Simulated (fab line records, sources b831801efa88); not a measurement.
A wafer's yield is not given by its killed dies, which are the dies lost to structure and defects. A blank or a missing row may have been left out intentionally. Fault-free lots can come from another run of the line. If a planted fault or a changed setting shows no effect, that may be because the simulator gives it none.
Which tool was responsible? | flow gf180mcu | 13 lots, 38 wafers sampled, at 5 steps of a route of 602

## WHAT THE GAUGES SHOWED, per wafer
GF_M3_RS_MEAS_05: a four-point-probe measurement. Usual: M3_ALCU_RS typically reads 0.0696 ohm/sq, with standard deviation 0.00088.
lot  | measured     | on            | M3_ALCU_RS (ohm/sq)  | flag
L947 | day 20 15:05 | film-metro-04 | 0.0697 0.0694 0.0710 |
L948 | day 21 06:53 | film-metro-04 | 0.0708 0.0691 0.0693 |
L949 | day 21 08:26 | film-metro-04 | 0.0699 0.0689 0.0690 |
L950 | day 21 22:34 | film-metro-02 | 0.0705 0.0691 0.0688 |
L951 | day 22 06:14 | film-metro-04 | 0.0688 0.0709 0.0693 |
L953 | day 23 07:37 | film-metro-02 | 0.0683 0.0693 0.0692 |
L954 | day 23 11:17 | film-metro-04 | 0.0679 0.0690        |
L962 | day 25 23:34 | film-metro-02 | 0.0696 0.0703 0.0692 |
L963 | day 26 15:01 | film-metro-02 | 0.0699 0.0699 0.0700 |
L965 | day 26 19:46 | film-metro-02 | 0.0701 0.0690 0.0687 |
L967 | day 27 14:22 | film-metro-04 | 0.0686 0.0680 0.0690 |
L968 | day 27 15:22 | film-metro-01 | 0.0709 0.0704 0.0713 |
L969 | day 28 12:55 | film-metro-02 | 0.0684 0.0679 0.0676 |

GF_PASSIVATION_THK_MEAS_01. Usual: PASSIVATION_CVD_00_THK typically reads 999 nm, with standard deviation 14.
lot  | measured     | on            | PASSIVATION_CVD_00_THK (nm) | flag
L947 | day 28 11:22 | film-metro-02 | 991 1003 1003               |
L948 | day 29 03:52 | film-metro-03 | 984 1003 994                |
L949 | day 29 04:44 | film-metro-01 | 1016 1022 1002              |
L950 | day 29 09:40 | film-metro-03 | 999 983 1008                |
L951 | day 29 16:17 | film-metro-03 | 988 1006 1020               |
L953 | day 30 12:55 | film-metro-03 | 1032 974 1063               |
L954 | day 30 22:56 | film-metro-02 | 1048 1001                   |
L962 | day 32 17:12 | film-metro-03 | 995 988 980                 |
L963 | day 33 04:45 | film-metro-01 | 1010 1025 1004              |
L965 | day 33 11:23 | film-metro-02 | 998 995 1013                |
L967 | day 33 22:07 | film-metro-01 | 1015 992 1020               |
L968 | day 33 23:21 | film-metro-02 | 986 994 994                 |
L969 | day 34 16:38 | film-metro-01 | 988 977 1002                |

## TOOL THAT RAN EACH LOT (tool first, then ch and the chambers of the sampled wafers, then the start)
lot  | GF_V2_CMP_26                  | GF_V4_CVD_23                  | GF_PASSIVATION_CVD_00
L947 | cmp-02 ch 0,1,2, day 20 14:38 | cvd-w-02 ch 1, day 24 18:38   | pecvd-03 ch 0,1, day 28 11:17
L948 | cmp-01 ch 0,2, day 21 06:22   | cvd-w-02 ch 0,1, day 25 14:35 | pecvd-01 ch 0,2, day 29 03:47
L949 | cmp-02 ch 0,1,3, day 21 07:53 | cvd-w-01 ch 0,1, day 25 15:22 | pecvd-01 ch 0,2, day 29 04:39
L950 | cmp-01 ch 0,1,3, day 21 22:03 | cvd-w-02 ch 1, day 25 19:23   | pecvd-02 ch 0,1,2, day 29 09:35
L951 | cmp-02 ch 0,1,3, day 22 05:50 | cvd-w-02 ch 0,1, day 26 02:56 | pecvd-02 ch 0,1,2, day 29 16:11
L953 | cmp-01 ch 0,1,3, day 23 07:11 | cvd-w-02 ch 0,1, day 27 01:55 | pecvd-02 ch 0,1,2, day 30 12:50
L954 | cmp-02 ch 1,3, day 23 10:49   | cvd-w-02 ch 0,1, day 27 12:36 | pecvd-02 ch 0,1, day 30 22:52
L962 | cmp-02 ch 0,1,2, day 25 23:02 | cvd-w-02 ch 0,1, day 29 13:03 | pecvd-01 ch 0,1,2, day 32 17:07
L963 | cmp-02 ch 0,1,2, day 26 14:33 | cvd-w-02 ch 0,1, day 30 03:03 | pecvd-03 ch 1,2, day 33 04:39
L965 | cmp-02 ch 0,1,2, day 26 19:17 | cvd-w-01 ch 0,1, day 30 07:29 | pecvd-01 ch 0,1,2, day 33 11:18
L967 | cmp-02 ch 0,2,3, day 27 13:51 | cvd-w-01 ch 0,1, day 30 23:23 | pecvd-02 ch 0,2, day 33 22:02
L968 | cmp-02 ch 0,1,2, day 27 14:51 | cvd-w-02 ch 0,1, day 31 01:55 | pecvd-01 ch 0,1,2, day 33 23:15
L969 | cmp-02 ch 2,3, day 28 12:24   | cvd-w-01 ch 0,1, day 31 19:44 | pecvd-03 ch 0,1, day 34 16:34
- GF_V2_CMP_26: polishes, stops on SiO2, t overpolish 15 s, target thk 0 nm.
- GF_V4_CVD_23: deposits W, target thk 350 nm, time 104.9 s.
- GF_PASSIVATION_CVD_00: deposits SiO2 from TEOS, target thk 1000 nm, time 111.95 s.

## WHAT THE TOOLS THEMSELVES READ (means of the sampled wafers that have a number; where no wafer has one, the mark that the record gives instead)
GF_V2_CMP_26. Usual: motor-current-A 11.1 A, standard deviation 1.5; overpolish-run-s 15.000 s, standard deviation 0.0091; time-to-endpoint-s 85 s, standard deviation 3.9.
lot  | tool   | motor-current-A (A) | overpolish-run-s (s) | time-to-endpoint-s (s) | flag
L947 | cmp-02 | 12.5                | 14.996               | 87                     |
L948 | cmp-01 | 10.8                | 15.001               | 88                     |
L949 | cmp-02 | 11.2                | 15.006               | 82                     |
L950 | cmp-01 | 9.8                 | 14.999               | 86                     |
L951 | cmp-02 | 11.0                | 14.995               | 85                     |
L953 | cmp-01 | 9.8                 | 15.001               | 87                     |
L954 | cmp-02 | 10.9                | 14.995               | 83                     |
L962 | cmp-02 | 12.5                | 15.004               | 87                     |
L963 | cmp-02 | 12.5                | 15.002               | 85                     |
L965 | cmp-02 | 12.6                | 14.997               | 86                     |
L967 | cmp-02 | 11.3                | 15.009               | 85                     |
L968 | cmp-02 | 12.2                | 15.004               | 87                     |
L969 | cmp-02 | 10.9                | 15.004               | 86                     |

GF_V4_CVD_23. Usual: heater-power-w 854 W, standard deviation 81; run-length-s 132.6 s, standard deviation 0.64.
lot  | tool     | heater-power-w (W) | run-length-s (s) | flag
L947 | cvd-w-02 | 858                | 133.4            |
L948 | cvd-w-02 | 838                | 132.9            |
L949 | cvd-w-01 | 897                | 132.9            |
L950 | cvd-w-02 | 846                | 133.1            |
L951 | cvd-w-02 | 843                | 132.7            |
L953 | cvd-w-02 | 847                | 132.1            |
L954 | cvd-w-02 | 844                | 132.2            |
L962 | cvd-w-02 | 851                | 132.5            |
L963 | cvd-w-02 | 845                | 132.6            |
L965 | cvd-w-01 | 881                | 132.8            |
L967 | cvd-w-01 | 888                | 132.5            |
L968 | cvd-w-02 | 851                | 132.1            |
L969 | cvd-w-01 | 823                | 132.7            |

GF_PASSIVATION_CVD_00. Usual: heater-power-w 662 W, standard deviation 110; run-length-s 139.9 s, standard deviation 0.56.
lot  | tool     | heater-power-w (W) | run-length-s (s) | flag
L947 | pecvd-03 | 600                | 140.8            |
L948 | pecvd-01 | 710                | 139.6            |
L949 | pecvd-01 | 705                | 139.4            |
L950 | pecvd-02 | 738                | 140.3            |
L951 | pecvd-02 | 653                | 140.1            |
L953 | pecvd-02 | 661                | 143.4            | OFF
L954 | pecvd-02 | 709                | 142.1            | OFF
L962 | pecvd-01 | 650                | 139.7            |
L963 | pecvd-03 | 773                | 139.4            |
L965 | pecvd-01 | 618                | 139.6            |
L967 | pecvd-02 | 673                | 140.5            |
L968 | pecvd-01 | 620                | 139.9            |
L969 | pecvd-03 | 599                | 140.4            |

## THE ANSWER, worked out from the rows above alone
Rule: lot off if the mean of its wafers having a number is beyond 3 standard deviations from the usual mean. Also off: a lot with no number at a reading for which 4 or more lots have one. Any other lot the step has rows for is counted as sound. After the gauges, taken in route order, come the tools' own readings; for these a lot's mean is taken, as printed above. The first step at which some lot is off is used, and at that step the reading that is off furthest; a lot without a number counts as furthest.
Off: L953, L954, at GF_PASSIVATION_CVD_00 (run-length-s).
If a tool, at that step or one of the process steps before it, ran each lot that is off and ran no sound lot following the first of them, it fits. None of those tried fits.

## WHAT THE SIMULATOR HAD PUT IN
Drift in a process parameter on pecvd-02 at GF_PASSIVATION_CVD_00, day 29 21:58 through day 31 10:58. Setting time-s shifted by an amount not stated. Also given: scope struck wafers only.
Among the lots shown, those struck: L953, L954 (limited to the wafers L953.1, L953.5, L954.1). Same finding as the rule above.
